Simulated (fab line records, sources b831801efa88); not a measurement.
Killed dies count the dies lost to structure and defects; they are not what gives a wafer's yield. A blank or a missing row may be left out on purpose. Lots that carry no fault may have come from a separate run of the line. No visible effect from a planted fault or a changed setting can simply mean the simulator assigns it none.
A struck lot beside a sound one + flow sky130 + 25 out of 708 route steps
Sound: these wafers, L836.1, L836.2, L836.5. The struck wafers were L844.2, L844.3, L844.5. The cause is named last.
At each step with rows: each side's tool, then ch and its chambers, then its first start. Under that, the readings that differ: sound wafers + struck wafers + difference of the means + sigmas: that difference in standard deviations of wafers without a fault.
alike: readings whose means differ by less than 2 such deviations, and words and numbers that are the same on both sides. not compared: withheld readings, readings that some wafer has no value for, bounds like >300 that may hide the same value, and numbers for which the record gives no deviation and whose values overlap.
Wherever a step has rows on one side only, a row that says differs or no value, or a row with sigmas, the two part there. Numbers that have no deviation but don't overlap get no sigmas and don't part them. A reading that every wafer of one side lacks parts them only if that side has two wafers or more.

SKY_POLY_CUT_ETCH_11: etches Si3N4 in CF4/CH2F2/Ar, stops on poly-Si, time 42.5 s, target depth 60 nm.
  sound on rieDiel-02 ch 0,1, day 26 06:27; struck on rieDiel-02 ch 0,2,3, day 28 23:55
  alike: drypumpMotorCurrentA, oesProductAu, throttleValvePct
  not compared: rfHoursCounterH
SKY_POLY_CUT_STRIP_12: strips in O2/N2.
  sound on plasmaAsher-01 ch 0,1, day 26 06:29; struck on plasmaAsher-03 ch 0,1, day 28 23:57
  alike: chamberPressureMTorr, drypumpMotorCurrentA, oesProductAu, stripTimeToEndpointS
  not compared: rfHoursCounterH
then, 7 steps without rows for these wafers: SKY_SD_P_DEHYDRATE_00 (time 60 s); SKY_SD_P_HMDS_01 (prime time 60 s); SKY_SD_P_COAT_02 (resist thk 1140 nm); SKY_SD_P_SOFTBAKE_03 (time 60 s); SKY_SD_P_EXPOSE_04 (exposes mask PSDM, target cd 380 nm); SKY_SD_P_PEB_05; SKY_SD_P_DEVELOP_06 (develop time 60 s).
SKY_SD_P_CD_MEAS_07: the cd target is 380 nm.
  struck on cdSem-01, day 30 03:37; sound on cdSem-02, day 27 10:26
| reading   | sound             | struck            | difference | sigmas |
|-----------|-------------------|-------------------|------------|--------|
| cdNm (nm) | 382.4 384.1 381.6 | 378.9 376.0 377.1 | -5.4       | -2     |
SKY_SD_P_OVL_MEAS_08:
  struck on overlay-02, day 30 03:44; sound on overlay-01, day 27 10:33
  alike: SD_P_OVL
after that, 1 step had no rows for these wafers: SKY_SD_P_IMPLANT_09.
SKY_SD_P_STRIP_10: strips in O2/N2.
  sound on plasmaAsher-04 ch 0,1, day 27 10:44; struck on plasmaAsher-03 ch 0,1, day 30 03:55
  no value came back on the struck wafers for any of 5 readings (chamberPressureMTorr (mTorr), drypumpMotorCurrentA (A) and others); on the sound wafers chamberPressureMTorr (mTorr) reads 1499.8 1498.1 1500.7
| reading                                  | sound | struck         | difference | sigmas |
|------------------------------------------|-------|----------------|------------|--------|
| model.NOVOLAK_of_SD_P_COAT_02.thkNm (nm) | 0 0 0 | 1141 1139 1139 | +1140      |        |
  not compared: rfHoursCounterH
SKY_SD_P_TW_MEAS_11:
  struck on filmMetro-01, day 30 04:01; sound on filmMetro-01, day 27 10:50
  alike: SD_P_TW
then, 8 steps without rows for these wafers: SKY_RES_XHIGH_DEHYDRATE_00 (time 60 s); SKY_RES_XHIGH_HMDS_01 (prime time 60 s); SKY_RES_XHIGH_COAT_02 (resist thk 1140 nm); SKY_RES_XHIGH_SOFTBAKE_03 (time 60 s); SKY_RES_XHIGH_EXPOSE_04 (exposes mask URPM, target cd 1270 nm); SKY_RES_XHIGH_PEB_05; SKY_RES_XHIGH_DEVELOP_06 (develop time 60 s); SKY_RES_XHIGH_IMPLANT_07.
SKY_RES_XHIGH_STRIP_08: strips in O2/N2.
  sound on plasmaAsher-02 ch 0,1, day 28 15:43; struck on plasmaAsher-04 ch 1, day 31 07:52
| reading                  | sound             | struck            | difference | sigmas      |
|--------------------------|-------------------|-------------------|------------|-------------|
| drypumpMotorCurrentA (A) | 5.6 5.0 5.0       | 6.6 6.6 6.6       | +1.4       | +2          |
| stripTimeToEndpointS (s) | 14.28 14.29 14.31 | 31.35 31.29 31.26 | +17.01     | +99 or more |
  alike: chamberPressureMTorr, oesProductAu
  not compared: rfHoursCounterH
SKY_RES_XHIGH_TW_MEAS_09:
  struck on filmMetro-01, day 31 08:13; sound on filmMetro-01, day 28 15:49
| reading      | sound          | struck   | difference | sigmas      |
|--------------|----------------|----------|------------|-------------|
| RES_XHIGH_TW | 1641 1641 1649 | 30 30 30 | -1614      | -99 or more |
  not compared: hold
SKY_PAD_OPEN_PROBE_99:
  sound wafers here have rows in the record (prober-01, day 47 07:31); struck ones have none

== WHERE THEY PART ==
First at SKY_SD_P_CD_MEAS_07; last, within this record, at SKY_PAD_OPEN_PROBE_99.

WHY: whatever the simulator had introduced
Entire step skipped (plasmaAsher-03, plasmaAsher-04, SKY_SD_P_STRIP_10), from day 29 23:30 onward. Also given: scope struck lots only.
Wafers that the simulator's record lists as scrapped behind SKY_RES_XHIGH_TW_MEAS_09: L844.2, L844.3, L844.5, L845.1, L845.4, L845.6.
